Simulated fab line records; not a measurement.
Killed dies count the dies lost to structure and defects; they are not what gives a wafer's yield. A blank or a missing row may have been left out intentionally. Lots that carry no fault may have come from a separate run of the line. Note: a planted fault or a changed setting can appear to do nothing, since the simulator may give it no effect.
fab line records	flow sky130
[record] lots = 12	wafers = 36	last_day = 51
route steps=708 shown GATE_OXIDE@188 METAL4@634 VIA4@642 METAL5@664 PAD_OPEN@708
lots that met no fault: taken from a fault-free run of the same line
start_h: the number of hours between the record's first day and the start of the first shown wafer of the lot	wait_h: hours from the lot's prior step to this one	" the same as in the row above	L1.1+2: several wafers, shown together as one row	- no value, or no start was given	* or withheld: withheld	< > ~ a bound
route shown NAME@n: NAME is a module with steps in the file, n the number in the route of the first one	usual: average and standard deviation across the fault-free wafers	same: alike in all rows	chamber/n: place in a boat	sites: readings site by site	_std_site: their standard deviation	_edge_site: mean of outer sites minus mean of inner sites	radius_mm: for every site, how far away it sits from the centre of the wafer	mask NAME#n: copy n	behind: tool/chamber where the wafer was last shaped	hold: what put the lot on hold/how long, in hours/how the hold closed	device: the transistor (n, p or np) that didn't switch	end of line: at the end of the route, the tests of the same wafers	a step without rows: its recipe alone	killed: the dies lost at the first sort to structure and to defects; this is not the yield of the wafer	map: shows each die of a wafer: x if killed, . if not, _ if none is there
set.NAME: the setting the step ran with; set.NAME@STEP: the setting that earlier step ran with	model.NAME: the simulator's own value behind a step, which no gauge read
route steps across a sampled set of lots; one table per step, one row per wafer
services: the hour from which a tool's chamber was out of use, counted from the record's first day as start_h (under 0 if before that day), plus the number of hours and why
[[steps]]
[step SKY_GATE_OXIDE_OXIDATION_01]
[recipe] temp_c = 900	ambient = O2	stabilise_s = 600	purge_s = 300	target_thk_a = 102.68	ox_time_s = 1473
[usual] zone_power_centre_pct = 17.2/1.6	zone_power_top_pct = 28.6/0.42	zone_power_upper_pct = 19.3/0.91
lot.wafer	tool	chamber	start_h	wait_h	zone_power_centre_pct	zone_power_top_pct	zone_power_upper_pct
L586.1	furnace-02	0	307.45	0.7	15.3	29.0	18.2
L586.4	"	0	"	"	15.4	28.6	18.5
L586.5	"	0	"	"	15.5	29.3	18.6
L588.1	furnace-02	0	312.81	1.2	15.6	28.8	18.1
L588.4	"	0	"	"	15.2	28.7	18.2
L588.6	"	0	"	"	15.3	29.5	18.5
L589.1	furnace-01	0	320.97	2.6	18.7	27.9	20.0
L589.5	"	0	"	"	18.6	28.1	20.3
L589.6	"	0	"	"	18.5	28.3	20.1
L590.1	furnace-01	0	320.97	2.1	18.6	28.3	20.3
L590.2	"	0	"	"	18.8	28.3	20.0
L590.3	"	0	"	"	19.1	28.0	20.1
L591.1	furnace-01	0	343.33	0.0	18.4	28.5	19.8
L591.2	"	0	"	"	18.5	28.3	20.3
L591.6	"	0	"	"	18.6	28.4	20.1
L593.3	furnace-01	0	356.63	0.1	18.6	28.7	20.1
L593.5	"	0	"	"	18.5	28.7	20.1
L593.6	"	0	"	"	18.9	28.3	20.1
L597.1	furnace-01	0	377.40	0.0	18.9	28.3	20.4
L597.5	"	0	"	"	18.5	28.0	19.9
L597.6	"	0	"	"	18.3	28.1	20.4
L600.1	furnace-01	0	406.97	1.2	18.5	28.4	19.7
L600.4	"	0	"	"	18.7	28.3	20.4
L600.6	"	0	"	"	18.6	28.6	19.8
L606.2	furnace-02	0	453.56	0.0	15.5	29.1	18.3
L606.4	"	0	"	"	15.6	29.2	18.4
L606.6	"	0	"	"	15.3	29.1	18.2
L607.1	furnace-01	0	467.38	0.4	18.8	28.4	20.2
L607.2	"	0	"	"	18.7	27.8	20.0
L607.5	"	0	"	"	18.1	28.8	20.2
L608.4	furnace-01	0	478.94	1.3	18.7	27.8	20.3
L608.5	"	0	"	"	18.6	28.5	20.2
L608.6	"	0	"	"	19.0	29.0	20.0
L609.1	furnace-01	0	488.45	2.2	18.7	28.7	20.0
L609.4	"	0	"	"	18.5	28.3	20.0
L609.6	"	0	"	"	19.1	28.4	20.5
[step SKY_METAL4_METAL_ETCH_18]
[recipe] target_depth_a = 8450	stop_on = SiO2	over_etch_frac = 0.3	time_s = 183.1	chemistry = Cl2/BCl3	resist_sidewall_deg = 88	pressure_mtorr = 10	icp_w = 900	bias_w = 48.5	Cl2_flow_sccm = 60	bcl3_flow_sccm = 30
[usual] bcl3_flow_sccm = 30.01/0.084	drypump_motor_current_A = 5.6/0.4	oes_product_au = 0.867/0.0072	throttle_valve_pct = 22.265/0.0091
[same] over_etch_frac = 0.3
lot.wafer	tool	chamber	start_h	wait_h	bcl3_flow_sccm	drypump_motor_current_A	oes_product_au	rf_hours_counter_h	throttle_valve_pct
L586.1	rie_metal-03	1	1006.95	0.0	30.04	5.1	0.846	4	22.280
L586.4	"	1	"	"	30.10	5.1	0.856	-	22.265
L586.5	"	0	"	"	29.90	5.2	0.854	-	22.266
L588.1	rie_metal-02	0	1011.62	0.0	30.03	6.2	0.871	16	22.261
L588.4	"	1	"	"	30.03	5.8	0.865	-	22.267
L588.6	"	1	"	"	29.92	5.8	0.867	-	22.265
L590.1	rie_metal-02	0	1021.85	0.0	30.05	6.2	0.855	16	22.264
L590.2	"	1	"	"	30.08	5.8	0.855	18	22.277
L590.3	"	0	"	"	30.09	6.2	0.847	-	22.264
L589.1	rie_metal-02	0	1022.90	0.0	29.90	6.2	0.869	16	22.263
L589.5	"	1	"	"	29.94	5.8	0.873	-	22.285
L589.6	"	0	"	"	29.93	6.2	0.863	-	22.261
L591.1	rie_metal-02	1	1036.62	0.0	29.97	5.8	0.864	19	22.268
L591.2	"	0	"	"	29.92	6.2	0.876	17	22.272
L591.6	"	1	"	"	30.05	5.8	0.878	-	22.254
L593.3	rie_metal-01	1	1049.58	0.1	29.98	5.9	0.874	-	22.266
L593.5	"	1	"	"	30.04	5.9	0.868	-	22.264
L593.6	"	0	"	"	29.96	5.4	0.865	-	22.249
L597.1	rie_metal-01	0	1063.85	0.0	29.95	5.3	0.878	23	22.258
L597.5	"	0	"	"	30.11	5.3	0.874	-	22.254
L597.6	"	1	"	"	30.09	5.9	0.872	-	22.276
L600.1	rie_metal-02	0	1095.75	0.0	29.96	6.2	0.870	21	22.275
L600.4	"	1	"	"	30.02	5.8	0.872	-	22.251
L600.6	"	1	"	"	30.00	5.8	0.862	-	22.268
L607.1	rie_metal-03	0	1133.50	0.0	30.03	5.2	0.855	22	22.255
L607.2	"	1	"	"	29.93	5.1	0.860	13	22.270
L607.5	"	0	"	"	29.98	5.2	0.863	-	22.250
L606.2	rie_metal-01	0	1135.80	0.0	30.01	5.3	0.859	28	22.264
L606.4	"	0	"	"	29.90	5.3	0.861	-	22.272
L606.6	"	1	"	"	29.98	5.9	0.859	-	22.266
L608.4	rie_metal-02	1	1140.53	0.1	30.15	5.8	0.862	-	22.250
L608.5	"	0	"	"	30.15	6.3	0.868	-	22.278
L608.6	"	1	"	"	30.09	5.8	0.889	-	22.277
L609.1	rie_metal-02	1	1145.35	0.0	29.85	5.8	0.862	27	22.273
L609.4	"	0	"	"	30.18	6.2	0.878	-	22.264
L609.6	"	0	"	"	30.03	6.2	0.863	-	22.259
[step SKY_VIA4_BOW_MEAS_03]
[recipe] mode = bow
[usual] VIA4_BOW = 83/7.5
lot.wafer	tool	chamber	start_h	wait_h	VIA4_BOW[um]
L586.1	film_metro-02	-	1008.34	0.2	85
L586.4	"	-	"	"	84
L586.5	"	-	"	"	99
L588.1	film_metro-01	-	1012.94	0.1	83
L588.4	"	-	"	"	76
L588.6	"	-	"	"	92
L590.1	film_metro-01	-	1023.15	0.1	82
L590.2	"	-	"	"	70
L590.3	"	-	"	"	85
L589.1	film_metro-01	-	1024.20	0.1	109
L589.5	"	-	"	"	87
L589.6	"	-	"	"	81
L591.1	film_metro-03	-	1037.93	0.1	83
L591.2	"	-	"	"	69
L591.6	"	-	"	"	71
L593.3	film_metro-02	-	1050.91	0.2	81
L593.5	"	-	"	"	82
L593.6	"	-	"	"	88
L597.1	film_metro-03	-	1065.23	0.1	91
L597.5	"	-	"	"	94
L597.6	"	-	"	"	84
L600.1	film_metro-01	-	1097.05	0.1	79
L600.4	"	-	"	"	78
L600.6	"	-	"	"	87
L607.1	film_metro-01	-	1134.91	0.2	80
L607.2	"	-	"	"	88
L607.5	"	-	"	"	97
L606.2	film_metro-02	-	1137.24	0.2	78
L606.4	"	-	"	"	74
L606.6	"	-	"	"	80
L608.4	film_metro-01	-	1141.90	0.3	76
L608.5	"	-	"	"	84
L608.6	"	-	"	"	87
L609.1	film_metro-02	-	1147.24	0.2	94
L609.4	"	-	"	"	89
L609.6	"	-	"	"	76
[step SKY_METAL5_SPUTTER_03]
[recipe] material = Ti	target_thk_nm = 5	power_w = 3000	time_s = 3.3	chamber_pressure_pa = 0.4
[usual] throttle_valve_pct = 29.6/0.77
lot.wafer	tool	chamber	start_h	wait_h	throttle_valve_pct
L586.1	pvd_sputter-02	-	1032.54	0.0	30.2
L586.4	"	-	"	"	29.2
L586.5	"	-	"	"	29.4
L588.1	pvd_sputter-02	-	1037.58	0.0	29.5
L588.4	"	-	"	"	29.8
L588.6	"	-	"	"	30.3
L590.1	pvd_sputter-02	-	1048.59	0.0	29.5
L590.2	"	-	"	"	29.5
L590.3	"	-	"	"	29.4
L589.1	pvd_sputter-02	-	1049.32	0.0	29.6
L589.5	"	-	"	"	29.5
L589.6	"	-	"	"	29.5
L591.1	pvd_sputter-01	-	1061.61	0.0	30.0
L591.2	"	-	"	"	28.4
L591.6	"	-	"	"	30.1
L593.3	pvd_sputter-02	-	1075.02	0.0	30.2
L593.5	"	-	"	"	29.4
L593.6	"	-	"	"	29.5
L597.1	pvd_sputter-01	-	1087.70	0.0	28.8
L597.5	"	-	"	"	29.9
L597.6	"	-	"	"	28.9
L600.1	pvd_sputter-04	-	1119.53	0.0	30.3
L600.4	"	-	"	"	28.7
L600.6	"	-	"	"	29.7
L607.1	pvd_sputter-02	-	1154.80	0.0	29.5
L607.2	"	-	"	"	29.6
L607.5	"	-	"	"	30.4
L606.2	pvd_sputter-01	-	1157.51	0.0	28.7
L606.4	"	-	"	"	28.6
L606.6	"	-	"	"	30.1
L608.4	pvd_sputter-01	-	1161.80	0.0	30.1
L608.5	"	-	"	"	28.6
L608.6	"	-	"	"	28.7
L609.1	pvd_sputter-01	-	1166.87	0.0	28.6
L609.4	"	-	"	"	29.0
L609.6	"	-	"	"	30.0
[step SKY_PAD_OPEN_PROBE_99]
[usual] killed_at_M0_to_M3 = 43/6.6	killed_at_M4_up = 3.1/1.9	killed_at_contacts = 24/5.2	killed_at_front_end = 16/4.5	killed_at_other = 0.4/0.62	killed_dies = 87/9	killed_on_rim = 17/3.7	killed_open = 48/7	killed_short = 39/6.2
[same] gross_dies = 492	killed_at_back_side = 0
lot.wafer	tool	chamber	start_h	wait_h	hold	killed_at_M0_to_M3	killed_at_M4_up	killed_at_contacts	killed_at_front_end	killed_at_other	killed_dies	killed_on_rim	killed_open	killed_short
L586.1	prober-02	-	1103.19	0.1	-	47	4	20	28	0	99	23	54	45
L586.4	prober-02	-	1103.34	0.2	-	41	6	21	26	0	94	14	58	36
L586.5	prober-02	-	1103.39	0.2	-	41	1	26	18	0	86	16	51	35
L588.1	prober-02	-	1108.02	0.1	-	42	6	31	16	0	95	19	55	40
L588.4	prober-02	-	1108.17	0.2	-	41	0	22	11	0	74	13	39	35
L588.6	prober-02	-	1108.27	0.2	-	46	3	14	13	1	77	8	46	31
L590.1	prober-01	-	1118.81	0.1	-	38	6	24	14	0	82	17	40	42
L590.2	prober-01	-	1118.86	0.1	-	43	2	27	9	0	81	16	50	31
L590.3	prober-01	-	1118.91	0.2	-	55	2	25	25	0	107	21	58	49
L589.1	prober-02	-	1119.45	0.1	-	56	2	34	16	1	109	26	52	57
L589.5	prober-02	-	1119.65	0.2	-	34	2	20	12	0	68	9	33	35
L589.6	prober-02	-	1119.70	0.2	-	45	7	27	13	0	92	17	50	42
L591.1	prober-01	-	1129.34	0.1	-	53	2	28	23	0	106	19	66	39
L591.2	prober-01	-	1129.39	0.1	-	46	4	26	17	0	93	14	55	38
L591.6	prober-01	-	1129.59	0.2	-	36	1	22	14	1	74	17	36	37
L593.3	prober-01	-	1141.05	0.2	-	48	3	21	20	0	92	22	41	51
L593.5	prober-01	-	1141.15	0.2	-	38	4	23	24	0	89	12	56	33
L593.6	prober-01	-	1141.20	0.2	-	44	1	30	16	1	92	16	48	44
L597.1	prober-02	-	1152.15	0.1	await_dispo/3.1h/release	27	0	18	305	0	350	70	26	25
L597.5	prober-02	-	1152.35	0.2	await_dispo/3.1h/release	34	1	15	311	1	362	71	32	28
L597.6	prober-02	-	1152.40	0.2	await_dispo/3.1h/release	29	2	13	307	0	351	67	30	24
L600.1	prober-01	-	1178.23	0.1	await_dispo/1.7h/release	29	0	21	326	1	377	81	29	30
L600.4	prober-01	-	1178.38	0.2	await_dispo/1.7h/release	25	1	20	316	1	363	74	31	23
L600.6	prober-01	-	1178.48	0.2	await_dispo/1.7h/release	39	0	21	293	1	354	68	37	32
L606.2	prober-01	-	1211.65	0.1	-	30	2	25	15	0	72	10	41	31
L606.4	prober-01	-	1211.75	0.2	-	53	4	23	9	3	92	14	59	33
L606.6	prober-01	-	1211.85	0.2	-	34	3	18	17	0	72	14	40	32
// killed by level:class
L586.1 VIA1:geometric_particle:open=10 CONTACT:geometric_particle:open=9 METAL1:geometric_particle:short=9 POLY_GATE:geometric_particle:open=7 VIA2:geometric_particle:open=6 METAL2:geometric_particle:short=6 FIELD_ISO:geometric_particle:short=5 LI_CONTACT:geometric_particle:open=5
L586.4 VIA1:geometric_particle:open=11 POLY_GATE:geometric_particle:open=10 VIA2:geometric_particle:open=9 CONTACT:geometric_particle:open=8 POLY_GATE:geometric_particle:short=7 VIA3:geometric_particle:open=5 CONTACT:geometric_particle:short=4 METAL2:geometric_particle:short=4
L586.5 VIA2:geometric_particle:open=11 LI_CONTACT:geometric_particle:open=8 VIA3:geometric_particle:open=7 SPACER:geometric_particle:open=6 LOCAL_INTERCONNECT:geometric_particle:short=6 CONTACT:geometric_particle:open=6 METAL1:geometric_particle:short=6 VIA1:geometric_particle:open=6
L588.1 CONTACT:geometric_particle:open=12 VIA3:geometric_particle:open=12 VIA1:geometric_particle:open=8 LI_CONTACT:geometric_particle:open=7 CONTACT:geometric_particle:short=6 POLY_GATE:geometric_particle:open=6 METAL2:geometric_particle:short=6 METAL4:geometric_particle:short=6
L588.4 VIA2:geometric_particle:open=9 VIA1:geometric_particle:short=8 VIA3:geometric_particle:open=6 CONTACT:geometric_particle:open=6 CONTACT:geometric_particle:short=6 VIA1:geometric_particle:open=6 LI_CONTACT:geometric_particle:open=5 LOCAL_INTERCONNECT:geometric_particle:short=4
L588.6 VIA1:geometric_particle:open=12 VIA2:geometric_particle:open=9 METAL1:geometric_particle:short=7 CONTACT:geometric_particle:open=6 VIA3:geometric_particle:short=5 VIA3:geometric_particle:open=4 VIA1:geometric_particle:short=4 FIELD_ISO:geometric_particle:open=3
L590.1 CONTACT:geometric_particle:open=12 VIA1:geometric_particle:open=9 FIELD_ISO:geometric_particle:short=8 LOCAL_INTERCONNECT:geometric_particle:short=5 VIA3:geometric_particle:open=5 VIA1:geometric_particle:short=4 METAL1:geometric_particle:short=4 METAL2:geometric_particle:short=4
L590.2 VIA1:geometric_particle:open=12 CONTACT:geometric_particle:open=9 LI_CONTACT:geometric_particle:open=8 CONTACT:geometric_particle:short=7 METAL1:geometric_particle:short=7 VIA3:geometric_particle:open=6 METAL2:geometric_particle:short=5 VIA2:geometric_particle:open=5
L590.3 VIA1:geometric_particle:open=13 CONTACT:geometric_particle:open=11 VIA1:geometric_particle:short=9 POLY_GATE:geometric_particle:open=7 POLY_GATE:geometric_particle:short=6 VIA3:geometric_particle:open=6 FIELD_ISO:geometric_particle:open=5 METAL2:geometric_particle:short=5
L589.1 CONTACT:geometric_particle:open=11 VIA3:geometric_particle:open=10 CONTACT:geometric_particle:short=9 VIA1:geometric_particle:open=9 VIA3:geometric_particle:short=8 METAL1:geometric_particle:short=8 VIA2:geometric_particle:open=7 LOCAL_INTERCONNECT:geometric_particle:short=7
L589.5 METAL1:geometric_particle:short=8 VIA1:geometric_particle:open=8 LI_CONTACT:geometric_particle:open=7 CONTACT:geometric_particle:open=5 POLY_GATE:geometric_particle:short=4 LOCAL_INTERCONNECT:geometric_particle:short=4 VIA1:geometric_particle:short=4 VIA2:geometric_particle:open=4
L589.6 CONTACT:geometric_particle:open=10 METAL1:geometric_particle:short=9 VIA3:geometric_particle:open=7 VIA1:geometric_particle:open=6 LI_CONTACT:geometric_particle:open=5 LOCAL_INTERCONNECT:geometric_particle:short=5 VIA2:geometric_particle:short=5 POLY_GATE:geometric_particle:open=4
L591.1 VIA1:geometric_particle:open=15 VIA3:geometric_particle:open=10 LI_CONTACT:geometric_particle:open=9 VIA2:geometric_particle:open=8 FIELD_ISO:geometric_particle:short=7 CONTACT:geometric_particle:short=7 CONTACT:geometric_particle:open=7 POLY_GATE:geometric_particle:open=5
L591.2 VIA1:geometric_particle:open=13 VIA2:geometric_particle:open=10 CONTACT:geometric_particle:short=8 POLY_GATE:geometric_particle:open=7 METAL1:geometric_particle:short=7 CONTACT:geometric_particle:open=7 LOCAL_INTERCONNECT:geometric_particle:short=6 FIELD_ISO:geometric_particle:open=4
L591.6 CONTACT:geometric_particle:open=8 METAL1:geometric_particle:short=7 FIELD_ISO:geometric_particle:open=6 METAL2:geometric_particle:short=6 LOCAL_INTERCONNECT:geometric_particle:short=5 METAL3:geometric_particle:short=5 VIA1:geometric_particle:short=5 VIA1:geometric_particle:open=5
L593.3 METAL2:geometric_particle:short=7 METAL1:geometric_particle:short=7 VIA2:geometric_particle:open=7 VIA3:geometric_particle:open=6 CONTACT:geometric_particle:open=5 POLY_GATE:geometric_particle:open=5 VIA2:geometric_particle:short=5 VIA1:geometric_particle:open=5
L593.5 VIA1:geometric_particle:open=15 FIELD_ISO:geometric_particle:open=10 CONTACT:geometric_particle:open=8 LI_CONTACT:geometric_particle:open=7 FIELD_ISO:geometric_particle:short=6 POLY_GATE:geometric_particle:open=5 VIA2:geometric_particle:open=5 VIA3:geometric_particle:open=4
L593.6 CONTACT:geometric_particle:open=12 VIA1:geometric_particle:open=8 POLY_GATE:geometric_particle:open=7 METAL2:geometric_particle:short=7 VIA1:geometric_particle:short=6 VIA3:geometric_particle:open=5 LI_CONTACT:geometric_particle:open=5 CONTACT:geometric_particle:short=5
L597.1 GATE_OXIDE:unspecified=299 CONTACT:geometric_particle:open=9 VIA1:geometric_particle:open=6 METAL1:geometric_particle:short=4 VIA2:geometric_particle:open=4 POLY_GATE:geometric_particle:short=3 LI_CONTACT:geometric_particle:short=3 CONTACT:geometric_particle:short=3
L597.5 GATE_OXIDE:unspecified=301 VIA1:geometric_particle:open=8 VIA2:geometric_particle:open=7 LOCAL_INTERCONNECT:geometric_particle:short=5 METAL2:geometric_particle:short=5 POLY_GATE:geometric_particle:short=4 CONTACT:geometric_particle:open=4 VIA3:geometric_particle:open=4
L597.6 GATE_OXIDE:unspecified=297 CONTACT:geometric_particle:open=6 VIA2:geometric_particle:open=6 VIA1:geometric_particle:open=4 POLY_GATE:geometric_particle:open=3 METAL1:geometric_particle:short=3 METAL2:geometric_particle:short=3 VIA3:geometric_particle:open=3
L600.1 GATE_OXIDE:unspecified=317 CONTACT:geometric_particle:open=9 CONTACT:geometric_particle:short=6 FIELD_ISO:geometric_particle:open=5 VIA1:geometric_particle:short=5 VIA1:geometric_particle:open=5 LI_CONTACT:geometric_particle:short=4 METAL1:geometric_particle:short=4
L600.4 GATE_OXIDE:unspecified=307 CONTACT:geometric_particle:open=6 VIA2:geometric_particle:open=5 LI_CONTACT:geometric_particle:short=5 LI_CONTACT:geometric_particle:open=5 VIA1:geometric_particle:open=5 METAL2:geometric_particle:short=5 POLY_GATE:geometric_particle:open=3
L600.6 GATE_OXIDE:unspecified=284 LI_CONTACT:geometric_particle:open=10 VIA1:geometric_particle:open=9 METAL1:geometric_particle:short=6 VIA3:geometric_particle:open=6 METAL2:geometric_particle:short=6 LI_CONTACT:geometric_particle:short=4 CONTACT:geometric_particle:short=4
L606.2 LI_CONTACT:geometric_particle:open=8 CONTACT:geometric_particle:open=8 METAL1:geometric_particle:short=7 VIA1:geometric_particle:open=7 POLY_GATE:geometric_particle:open=4 FIELD_ISO:geometric_particle:short=3 SPACER:geometric_particle:open=3 CONTACT:geometric_particle:short=3
L606.4 VIA1:geometric_particle:open=14 CONTACT:geometric_particle:open=10 VIA3:geometric_particle:open=9 LI_CONTACT:geometric_particle:open=8 VIA2:geometric_particle:open=7 VIA1:geometric_particle:short=4 VIA2:geometric_particle:short=4 METAL1:geometric_particle:short=3
L606.6 VIA1:geometric_particle:open=7 VIA3:geometric_particle:open=7 CONTACT:geometric_particle:short=6 LI_CONTACT:geometric_particle:open=5 CONTACT:geometric_particle:open=5 FIELD_ISO:geometric_particle:open=4 VIA1:geometric_particle:short=4 METAL2:geometric_particle:short=4
[[services]]
tool	chamber	start_h	hours	kind
furnace-01	-	287.25	9.9	pm
furnace-01	-	315.28	4.2	pm
rie_metal-02	-	317.19	0.9	repair
furnace-01	-	365.99	3.8	pm
rie_metal-02	-	410.91	0.4	repair
pvd_sputter-02	-	471.75	5.3	repair
furnace-01	-	483.89	3.0	pm
pvd_sputter-02	-	517.07	2.3	repair
rie_metal-02	1	568.59	1.9	repair
rie_metal-02	1	580.11	5.8	repair
rie_metal-02	0	624.34	26.3	repair
furnace-01	-	647.10	3.5	pm
furnace-01	-	651.91	3.1	pm
rie_metal-02	0	692.03	4.7	repair
furnace-01	-	819.48	2.5	pm
rie_metal-02	-	895.60	1.4	pm
furnace-01	-	928.77	4.5	pm
rie_metal-02	0	937.71	21.2	repair
furnace-01	-	952.31	7.0	pm
furnace-01	-	980.20	11.9	repair
rie_metal-02	0	982.23	2.6	repair
furnace-01	-	992.07	2.8	pm
furnace-01	-	1007.82	13.1	repair
furnace-01	-	1154.75	3.4	pm
[[key]]
[first_sign] step = SKY_PAD_OPEN_PROBE_99	reading = killed_at_front_end	direction = up	sigmas = 65	usual = 16	struck = 310
[effect] step = SKY_PAD_OPEN_PROBE_99	reading = killed_dies	direction = up	sigmas = 30	usual = 87	struck = 360
met_at SKY_GATE_OXIDE_OXIDATION_01
struck_lots L597,L600
tester_left_out L597,L600
not_acting_at SKY_METAL4_METAL_ETCH_18,SKY_VIA4_BOW_MEAS_03,SKY_METAL5_SPUTTER_03
onset_between 356.63 377.40
[fault] kind = chamber_particle_source	tool = furnace-01	chamber = -	onset_h = 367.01	steps = SKY_GATE_OXIDE_OXIDATION_01	rate_per_visit_cm2 = 2.1451	end_h = 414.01
// tester_left_out: of these lots the tester's yield and bins aren't shown, on N5 and GAA mostly nor the transistor test; their killed dies are dies lost to structure and defects alone, not to doping, threshold or leakage, so they don't give the yield
